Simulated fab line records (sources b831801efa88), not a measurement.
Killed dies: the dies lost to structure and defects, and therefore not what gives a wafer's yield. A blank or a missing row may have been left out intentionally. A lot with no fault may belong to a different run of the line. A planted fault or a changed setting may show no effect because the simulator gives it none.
Which tool did it?    flow sky130    Sampling: 6 lots, 18 wafers, 2 of 708 route steps

WHAT EACH GAUGE READ, for each wafer
SKY_GATE_OXIDE_OVL_MEAS_10.
lot   measured      on          GATE_OXIDE_OVL (nm)
L688  day 14 14:19  overlay-02  1.8 -0.4 2.0
L695  day 16 14:46  overlay-02  1.0 -1.3 1.5
L697  day 17 12:38  overlay-02  2.0 2.4 3.1
L702  day 19 05:41  overlay-02  - - -
L705  day 20 04:40  overlay-01  2.8 4.0 2.4
L707  day 21 07:17  overlay-02  4.0 1.2 2.0

TOOL THAT RAN EACH LOT (tool first, then ch and the chambers of the sampled wafers, then the start)
lot   SKY_GATE_OXIDE_COAT_05
L688  litho_track-03 ch 0, day 14 01:50
L695  litho_track-01 ch 0, day 15 23:49
L697  litho_track-01 ch 0, day 16 22:11
L702  litho_track-03, day 18 13:50
L705  litho_track-01 ch 0, day 19 12:40
L707  litho_track-03 ch 0, day 20 16:24
- SKY_GATE_OXIDE_COAT_05: resist thk 1140 nm.

THE ANSWER, worked out from the rows above alone
Rule: the usual values come from the lots themselves. Put in order of their means at a reading, lots are off if they are a third of the lots or fewer, leave a main group of 4 or more, and stand apart from it by a gap of 3 or more times the standard deviation of the main group's means; of several such gaps the widest counts. A main group whose means are all the same, to the digits that the tables above print for the reading, isn't used. Also off: a lot with no number at a reading for which 4 or more lots have one. All remaining lots with rows at the step are treated as sound.
Off: L702, at SKY_GATE_OXIDE_OVL_MEAS_10 (GATE_OXIDE_OVL). Without a number there: L702. The main group has a mean of 1.9 nm with a standard deviation of 0.98.
A tool fits if, at a process step before that reading, it ran every lot that is off, and no sound lot after the first of them. Gauges at SKY_GATE_OXIDE_OVL_MEAS_10: tried the same way as those tools. Of those tried, none fits.

WHAT THE SIMULATOR HAD PUT IN
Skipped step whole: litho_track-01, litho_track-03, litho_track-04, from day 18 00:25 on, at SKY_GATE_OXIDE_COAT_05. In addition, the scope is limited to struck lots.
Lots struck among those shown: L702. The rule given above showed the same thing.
